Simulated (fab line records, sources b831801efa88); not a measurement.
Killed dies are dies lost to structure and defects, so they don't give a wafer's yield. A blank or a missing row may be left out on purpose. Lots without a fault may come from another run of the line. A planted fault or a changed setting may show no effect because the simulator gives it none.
A struck lot beside a sound one | flow sky130 | 37 steps out of a route of 708
Sound: wafers L951.1, L951.3, L951.5. Struck: wafers L956.1, L956.3, L956.4. The cause comes at the end.
At each step with rows: each side's tool, then ch and its chambers, then its first start. Under that, the readings that differ: sound wafers | struck wafers | difference of the means | sigmas: that difference in standard deviations of wafers without a fault.
alike: readings whose means differ by less than 2 such deviations, and words and numbers that are the same on both sides. not compared: withheld readings, readings that some wafer has no value for, bounds like >300 that may hide the same value, and numbers for which the record gives no deviation and whose values overlap.
The two part at a step that has a row with sigmas, a row that says differs or no value, or rows on one side only. Numbers that don't overlap but have no deviation are shown without sigmas and don't part them. A reading that every wafer of one side lacks parts them only if that side has two wafers or more.

first, 10 steps without rows for these wafers: SKY_LDD_LDN_SOFTBAKE_03 (time 60 s); SKY_LDD_LDN_EXPOSE_04 (exposes mask LDNTM, target cd 700 nm); SKY_LDD_LDN_PEB_05; SKY_LDD_LDN_DEVELOP_06 (develop time 60 s); SKY_LDD_LDN_IMPLANT_08; SKY_LDD_LDN_IMPLANT_09; SKY_LDD_LDN_IMPLANT_10; SKY_LDD_LDN_IMPLANT_11; SKY_LDD_LDN_STRIP_12 (strips in O2/N2); SKY_LDD_LDN_CLEAN_14 (cleans in SC1/SC2, time 150 s).
SKY_SPACER_CVD_00: deposits Si3N4 from DCS/NH3, target thk 43.1 nm, time 740 s.
  sound on lpcvd-02 ch 0, day 26 02:46; struck on lpcvd-02 ch 0, day 27 11:22
  reading                                  | sound             | struck            | difference | sigmas
  model.Si3N4_of_SPACER_CVD_00.thk_nm (nm) | 43.21 42.95 42.72 | 47.88 47.47 47.51 | +4.66      |
  alike: spike_tc_bottom_C, zone_power_centre_pct
SKY_SPACER_THK_MEAS_01:
  sound on film_metro-03, day 26 03:58; struck on film_metro-03, day 27 12:35
  reading                | sound          | struck         | difference | sigmas
  SPACER_CVD_00_THK (nm) | 43.2 42.9 42.7 | 47.9 47.4 47.5 | +4.7       | +13
SKY_SPACER_ETCHBACK_02: etches Si3N4 in CH3F/O2, stops on SiO2, time 46.7 s, target depth 45 nm.
  sound on rie_diel-01 ch 0,1,2, day 26 04:02; struck on rie_diel-02 ch 0,1,2, day 27 12:38
  reading                  | sound             | struck            | difference | sigmas
  oes_product_au (a.u.)    | 0.858 0.852 0.848 | 0.908 0.896 0.903 | +0.050     | +8
  model.etch.depth_nm (nm) | 43.21 42.95 42.72 | 47.88 47.47 47.51 | +4.66      |
  alike: drypump_motor_current_A, throttle_valve_pct
  not compared: rf_hours_counter_h
then, 22 steps without rows for these wafers: SKY_POLY_CUT_DEHYDRATE_00 (time 60 s); SKY_POLY_CUT_HMDS_01 (prime time 60 s); SKY_POLY_CUT_COAT_02 (resist thk 60 nm); SKY_POLY_CUT_COAT_03 (resist thk 450 nm); SKY_POLY_CUT_SOFTBAKE_04 (time 90 s); SKY_POLY_CUT_EXPOSE_05 (exposes mask NPCM, target cd 270 nm); SKY_POLY_CUT_PEB_06; SKY_POLY_CUT_DEVELOP_07 (develop time 60 s); SKY_POLY_CUT_ETCH_10 (etches BARC in N2/H2, stops on SiO2, time 45.9 s, target depth 60 nm); SKY_POLY_CUT_ETCH_11 (etches Si3N4 in CF4/CH2F2/Ar, stops on poly-Si, time 42.5 s, target depth 60 nm); SKY_POLY_CUT_STRIP_12 (strips in O2/N2); SKY_SD_P_DEHYDRATE_00 (time 60 s); SKY_SD_P_HMDS_01 (prime time 60 s); SKY_SD_P_COAT_02 (resist thk 1140 nm); SKY_SD_P_SOFTBAKE_03 (time 60 s); SKY_SD_P_EXPOSE_04 (exposes mask PSDM, target cd 380 nm); SKY_SD_P_PEB_05; SKY_SD_P_DEVELOP_06 (develop time 60 s); SKY_SD_P_IMPLANT_09; SKY_SD_P_STRIP_10 (strips in O2/N2); SKY_RES_XHIGH_DEHYDRATE_00 (time 60 s); SKY_RES_XHIGH_HMDS_01 (prime time 60 s).
-- the record jumps here: 5 days lie between the struck wafers' starts before and after (it left off in module RES_XHIGH and takes up again in module SALICIDE, whose first step shown is number 361 of the route) --
SKY_SALICIDE_CLEAN_00: cleans in HF-last, time 30 s.
  sound on wet_bench-02 ch 0, day 30 22:38; struck on wet_bench-03 ch 0, day 32 05:32
  reading                                  | sound             | struck            | difference | sigmas
  model.Si3N4_of_SPACER_CVD_00.thk_nm (nm) | 42.24 41.99 41.76 | 46.89 46.48 46.52 | +4.63      |
-- the record jumps here: 17 days lie between the struck wafers' starts before and after (it left off in module SALICIDE and takes up again in module PAD_OPEN, whose first step shown is number 708 of the route) --
SKY_PAD_OPEN_PROBE_99:
  sound on prober-02, day 47 23:44; struck on prober-01, day 48 22:52
  reading                                  | sound               | struck               | difference | sigmas
  model.etest.pfet_01v8.r_on_ohm_um        | 2895 2899 2832      | 3072 3051 3100       | +199       |
  model.etest.sonos_uncharged.r_on_ohm_um  | 811.4 799.3 800.2   | 856.3 830.9 837.6    | +38.0      |
  model.etest.pfet_01v8.drive_ua_um        | 192.5 192.2 199.6   | 180.8 182.5 180      | -13.7      |
  model.etest.pfet_01v8_hvt.drive_ua_um    | 141.8 143 148.3     | 135 136.2 133.7      | -9         |
  model.etest.sram_pfet_latch.drive_ua_um  | 140.7 147 145.6     | 133.8 135.3 135.7    | -9.5       |
  model.etest.pfet_01v8_hvt.off_log10_a_um | -12.98 -12.95 -12.7 | -13.48 -13.46 -13.49 | -0.60      |
  alike: killed_at_M0_to_M3, killed_at_M4_up, killed_at_contacts, killed_at_front_end, killed_at_other, killed_dies, killed_open, killed_short

WHERE THEY PART
First at SKY_SPACER_THK_MEAS_01; last, within this record, at SKY_SPACER_ETCHBACK_02. Later steps at which nothing parts them and some readings are alike: SKY_PAD_OPEN_PROBE_99.

WHY: what the simulator had put in
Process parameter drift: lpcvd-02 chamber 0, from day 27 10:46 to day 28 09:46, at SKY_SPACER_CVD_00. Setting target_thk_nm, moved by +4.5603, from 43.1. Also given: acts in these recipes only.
